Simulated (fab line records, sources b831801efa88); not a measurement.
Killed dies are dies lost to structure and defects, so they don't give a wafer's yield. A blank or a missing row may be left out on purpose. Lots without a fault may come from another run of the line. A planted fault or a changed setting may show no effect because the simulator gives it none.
A struck lot beside a sound one | flow sky130 | 17 steps out of a route of 708
Sound: wafers L303.1, L303.3, L303.6. Struck: wafers L302.2, L302.3, L302.4. The cause comes at the end.
At each step with rows: each side's tool, then ch and its chambers, then its first start. Under that, the readings that differ: sound wafers | struck wafers | difference of the means | sigmas: that difference in standard deviations of wafers without a fault.
alike: readings whose means differ by less than 2 such deviations, and words and numbers that are the same on both sides. not compared: withheld readings, readings that some wafer has no value for, bounds like >300 that may hide the same value, and numbers for which the record gives no deviation and whose values overlap.
The two part at a step that has a row with sigmas, a row that says differs or no value, or rows on one side only. Numbers that don't overlap but have no deviation are shown without sigmas and don't part them. A reading that every wafer of one side lacks parts them only if that side has two wafers or more.

SKY_LI_CONTACT_CMP_02: polishes PSG.
  sound on cmp-02 ch 1,2,3, day 32 04:12; struck on cmp-01 ch 0,2,3, day 31 20:07
  alike: motor_current_A, time_to_endpoint_s
SKY_LI_CONTACT_BOW_MEAS_03:
  sound on film_metro-04, day 32 04:30; struck on film_metro-04, day 31 20:28
  alike: LI_CONTACT_BOW
then, 8 steps without rows for these wafers: SKY_LI_CONTACT_DEHYDRATE_04 (time 60 s); SKY_LI_CONTACT_HMDS_05 (prime time 60 s); SKY_LI_CONTACT_COAT_06 (resist thk 60 nm); SKY_LI_CONTACT_COAT_07 (resist thk 450 nm); SKY_LI_CONTACT_SOFTBAKE_08 (time 90 s); SKY_LI_CONTACT_EXPOSE_09 (exposes mask LICM1, target cd 170 nm); SKY_LI_CONTACT_PEB_10; SKY_LI_CONTACT_DEVELOP_11 (develop time 60 s).
SKY_LI_CONTACT_CD_MEAS_12: target cd 170 nm.
  sound on cd_sem-01, day 33 07:40; struck on cd_sem-01, day 32 23:57
  alike: cd_nm
SKY_LI_CONTACT_OVL_MEAS_13:
  sound on overlay-02, day 33 07:47; struck on overlay-01, day 33 00:03
  alike: LI_CONTACT_OVL
SKY_LI_CONTACT_ETCH_14: etches BARC in N2/H2, stops on SiO2, time 45.9 s, target depth 60 nm.
  sound on rie_diel-02 ch 0,2,3, day 33 07:49; struck on rie_diel-03 ch 0,1, day 33 00:05
  reading                                           | sound             | struck            | difference | sigmas
  oes_product_au (a.u.)                             | 0.857 0.857 0.855 | 1.005 1.014 0.996 | +0.149     | +33
  run_length_s (s)                                  | 73.9 74.2 73.8    | 46.7 47.0 46.6    | -27.2      | -78
  model.etch.depth_nm (nm)                          | 60 59.77 59.97    | 32.64 33.31 32.5  | -27.10     |
  model.KrF-thick_of_LI_CONTACT_COAT_07.thk_nm (nm) | 392.5 392.9 391.8 | 417.4 418.8 418.4 | +25.8      |
  model.LI_CONTACT.cd_nm (nm)                       | 172.2 171.2 170.2 | 165.6 165.9 164.3 | -5.9       |
  alike: drypump_motor_current_A, throttle_valve_pct
  not compared: rf_hours_counter_h
SKY_LI_CONTACT_ETCH_15: etches PSG in C4F8/O2/Ar, stops on Si, target depth 600 nm.
  sound on rie_diel-02 ch 0,2,3, day 33 07:52; struck on rie_diel-03 ch 0,1, day 33 00:07
  reading                                           | sound             | struck            | difference | sigmas
  model.KrF-thick_of_LI_CONTACT_COAT_07.thk_nm (nm) | 230.8 233.5 232.9 | 256.7 255.6 257.7 | +24.3      |
  model.LI_CONTACT.cd_nm (nm)                       | 172.5 171.4 170.3 | 165.4 165.6 163.9 | -6.4       |
  alike: oes_product_au
SKY_LI_CONTACT_STRIP_16: strips in O2/N2.
  sound on plasma_asher-03 ch 0,1, day 33 07:57; struck on plasma_asher-02 ch 0,1, day 33 00:13
  reading                      | sound             | struck            | difference | sigmas
  drypump_motor_current_A (A)  | 6.2 5.4 6.2       | 4.8 4.8 5.5       | -0.9       | -2
  oes_product_au (a.u.)        | 0.375 0.377 0.373 | 0.388 0.387 0.397 | +0.016     | +3
  strip_time_to_endpoint_s (s) | 3.486 3.501 3.515 | 3.753 3.749 3.780 | +0.260     | +10
  not compared: rf_hours_counter_h
then, 1 step without rows for these wafers: SKY_LI_CONTACT_CLEAN_17 (cleans in NMP, time 600 s).
-- the record jumps here: 16 days lie between the struck wafers' starts before and after (it left off in module LI_CONTACT and takes up again in module PAD_OPEN, whose first step shown is number 708 of the route) --
SKY_PAD_OPEN_PROBE_99:
  sound on prober-02, day 49 02:37; struck on prober-01, day 48 17:59
  reading                                 | sound             | struck            | difference | sigmas
  model.etest.licon_pdiff.rc_ohm          | 551.6 586.5 595.5 | 695.3 674.3 694.4 | +110.1     |
  model.etest.licon_high_po.rc_ohm        | 347 352.9 354.5   | 384.2 400.7 405.4 | +45.3      |
  model.etest.licon_ndiff.rc_ohm          | 175.4 172.1 186.9 | 216.4 219.2 218.4 | +39.9      |
  model.etest.sonos_uncharged.r_on_ohm_um | 793.1 821.8 803.2 | 840.6 837 823.2   | +27.6      |
  model.etest.licon_poly.rc_ohm           | 150.5 144.1 148.3 | 175.8 171.2 171.3 | +25.1      |
  model.etest.res_poly.width_nm (nm)      | 93.02 95.72 93.59 | 91.39 90.29 92.23 | -2.81      |
  model.etest.res_high_po.width_nm (nm)   | 350.1 352.7 350.7 | 346.7 345.1 349.2 | -4.2       |
  model.etest.res_xhigh_po.width_nm (nm)  | 349.8 352.6 348.7 | 348.5 346.6 348   | -2.7       |
  alike: killed_at_M0_to_M3, killed_at_M4_up, killed_at_contacts, killed_at_front_end, killed_at_other, killed_dies, killed_open, killed_short

WHERE THEY PART
First at SKY_LI_CONTACT_ETCH_14; last, within this record, at SKY_LI_CONTACT_STRIP_16. Later steps at which nothing parts them and some readings are alike: SKY_PAD_OPEN_PROBE_99.

WHY: what the simulator had put in
Process parameter drift: rie_diel-03, from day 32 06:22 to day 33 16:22, at SKY_LI_CONTACT_ETCH_14. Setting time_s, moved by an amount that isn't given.
